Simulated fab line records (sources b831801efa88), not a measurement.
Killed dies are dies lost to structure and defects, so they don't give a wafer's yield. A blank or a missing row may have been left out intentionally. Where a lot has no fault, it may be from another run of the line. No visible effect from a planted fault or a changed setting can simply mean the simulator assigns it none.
Struck lot and sound lot, side by side ; flow sky130 ; 33 steps out of a route of 708
Sound: wafers L200.2, L200.3, L200.4. Struck: wafers L214.1, L214.4, L214.5. Last of all comes the cause.
Per side, at each step with rows, come the tool, then ch with its chambers, and then its first start. Under that, the readings that differ: sound wafers ; struck wafers ; difference of the means ; sigmas: that difference in standard deviations of wafers without a fault.
alike: same words and numbers on both sides, and readings whose means sit less than 2 such deviations apart. not compared: any withheld reading, any reading some wafer has no value for, any bound like >300 that may hide the same value, and any number with overlapping values for which the record gives no deviation.
Wherever a step has rows on one side only, a row that says differs or no value, or a row with sigmas, the two part there. Numbers that don't overlap but have no deviation are shown without sigmas and don't part them. A reading that every wafer of one side lacks parts them only if that side has two wafers or more.

first, 1 step without rows for these wafers: SKY_METAL2_DEVELOP_14 (develop time 60 s).
SKY_METAL2_CD_MEAS_15 targets a cd of 140 nm.
  sound on cd sem-02 at day 37 14:49; struck on cd sem-02 at day 41 10:29
  alike: cd nm
SKY_METAL2_OVL_MEAS_16:
  sound on overlay-01 at day 37 14:55; struck on overlay-01 at day 41 10:37
  alike: METAL2_OVL
SKY_METAL2_DESCUM_17: chemistry O2, time 8 s.
  sound on rie metal-03 ch 0,1, day 37 14:57; struck on rie metal-03 ch 0,1, day 41 10:39
  alike: drypump motor current A, he backside leak sccm, oes product au
  not compared: rf hours counter h
then, 2 steps without rows for these wafers: SKY_METAL2_ETCH_18 (etches BARC in N2/H2, stops on SiO2, time 45.9 s, target depth 60 nm); SKY_METAL2_METAL_ETCH_19 (etches the open film in Cl2/BCl3, stops on SiO2, target depth 360 nm, time 78 s).
SKY_METAL2_STRIP_20: strips in O2/N2.
  sound on plasma asher-02 ch 0,1, day 37 15:08; struck on plasma asher-01 ch 0,1, day 41 10:50
  alike: drypump motor current A, n2 flow sccm, oes product au, strip time to endpoint s
  not compared: rf hours counter h
then, 4 steps without rows for these wafers: SKY_METAL2_STRIP_21 (strips in post etch residue remover, time 1200 s); SKY_METAL2_CLEAN_22 (cleans in IPA, time 180 s); SKY_METAL2_CLEAN_23 (cleans in O3/DIW); SKY_VIA2_HDPCVD_00 (deposits SiO2, target thk 1180 nm, time 199.5 s).
SKY_VIA2_THK_MEAS_01:
  sound on film metro-04 at day 37 15:52; struck on film metro-04 at day 41 11:33
  alike: VIA2_HDPCVD_THK
SKY_VIA2_CMP_02: polishes SiO2.
  sound on cmp-02 ch 0,1,3, day 37 15:58; struck on cmp-02 ch 0,1,2, day 41 11:43
  no value came back on the struck wafers for edge zone pressure frac, head pressure psi (psi), motor current A (A); on the sound wafers edge zone pressure frac reads 1.001 0.990 1.002
reading;sound;struck;difference;sigmas
model.SiO2_of_VIA2_HDPCVD_00.thk nm (nm);493.9 493.6 495;1184 1205 1201;+702;
SKY_VIA2_BOW_MEAS_03:
  sound on film metro-04 at day 37 16:14; struck on film metro-03 at day 41 11:55
reading;sound;struck;difference;sigmas
VIA2_BOW (um);88 83 95;121 121 117;+31;+5
then, 8 steps without rows for these wafers: SKY_VIA2_DEHYDRATE_04 (time 60 s); SKY_VIA2_HMDS_05 (prime time 60 s); SKY_VIA2_COAT_06 (resist thk 60 nm); SKY_VIA2_COAT_07 (resist thk 450 nm); SKY_VIA2_SOFTBAKE_08 (time 90 s); SKY_VIA2_EXPOSE_09 (exposes mask VIM2, target cd 200 nm); SKY_VIA2_PEB_10; SKY_VIA2_DEVELOP_11 (develop time 60 s).
SKY_VIA2_CD_MEAS_12 targets a cd of 200 nm.
  sound on cd sem-01 at day 38 17:56; struck on cd sem-01 at day 42 12:16
  alike: cd nm
SKY_VIA2_OVL_MEAS_13:
  sound on overlay-01 at day 38 18:02; struck on overlay-02 at day 42 12:23
  alike: VIA2_OVL
then, 1 step without rows for these wafers: SKY_VIA2_ETCH_14 (etches BARC in N2/H2, stops on SiO2, time 45.9 s, target depth 60 nm).
SKY_VIA2_ETCH_15: etches SiO2 in C4F8/O2/Ar, stops on TiN, target depth 546 nm, time 84 s.
  sound on rie diel-03 ch 0,2,3, day 38 18:07; struck on rie diel-02 ch 1,2,3, day 42 12:28
reading;sound;struck;difference;sigmas
oes product au (a.u.);0.948 0.938 0.931;1.612 1.621 1.648;+0.688;+99 or more
model.VIA2.feature depth nm (nm);493.9 493.6 495;537.2 542 554.7;+50.5;
model.etch.depth nm (nm);493.9 493.6 495;537.2 542 554.7;+50.5;
  not compared: rf hours counter h
SKY_VIA2_STRIP_16: strips in O2/N2.
  sound on plasma asher-03 ch 0,1, day 38 18:11; struck on plasma asher-02 ch 0,1, day 42 12:31
  alike: drypump motor current A, n2 flow sccm, oes product au, strip time to endpoint s
  not compared: rf hours counter h
then, 3 steps without rows for these wafers: SKY_VIA2_STRIP_17 (strips in post etch residue remover, time 1200 s); SKY_VIA2_CLEAN_18 (cleans in IPA, time 180 s); SKY_VIA2_CLEAN_19 (cleans in O3/DIW).
SKY_VIA2_SPUTTER_20: material TiN, target thk 20 nm, time 80 s.
  sound on pvd sputter-03 at day 38 18:48; struck on pvd sputter-04 at day 42 13:07
  alike: throttle valve pct
SKY_VIA2_CVD_21: deposits W, target thk 420 nm, time 126.4 s.
  sound on cvd w-01 ch 0,1, day 38 18:52; struck on cvd w-01 ch 0,1, day 42 13:10
  alike: heater power w
SKY_VIA2_CMP_24: polishes, stops on SiO2, t overpolish 20 s, target thk 0 nm.
  sound on cmp-02 ch 0,1,2, day 38 19:10; struck on cmp-02 ch 1,2,3, day 42 13:29
reading;sound;struck;difference;sigmas
model.SiO2_of_VIA2_HDPCVD_00.thk nm (nm);489.5 489.2 490.6;1179 1201 1196;+702;
  alike: edge zone pressure frac, head pressure psi, motor current A

== WHERE THEY PART ==
Last at SKY_VIA2_ETCH_15 as far as this record goes, first at SKY_VIA2_CMP_02. Later steps at which nothing parts them and some readings are alike: SKY_VIA2_STRIP_16, SKY_VIA2_SPUTTER_20, SKY_VIA2_CVD_21, SKY_VIA2_CMP_24.

WHY: what the simulator had put in
Step skipped in full: cmp-02, at SKY_VIA2_CMP_02, from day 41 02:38 onward. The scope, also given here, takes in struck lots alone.
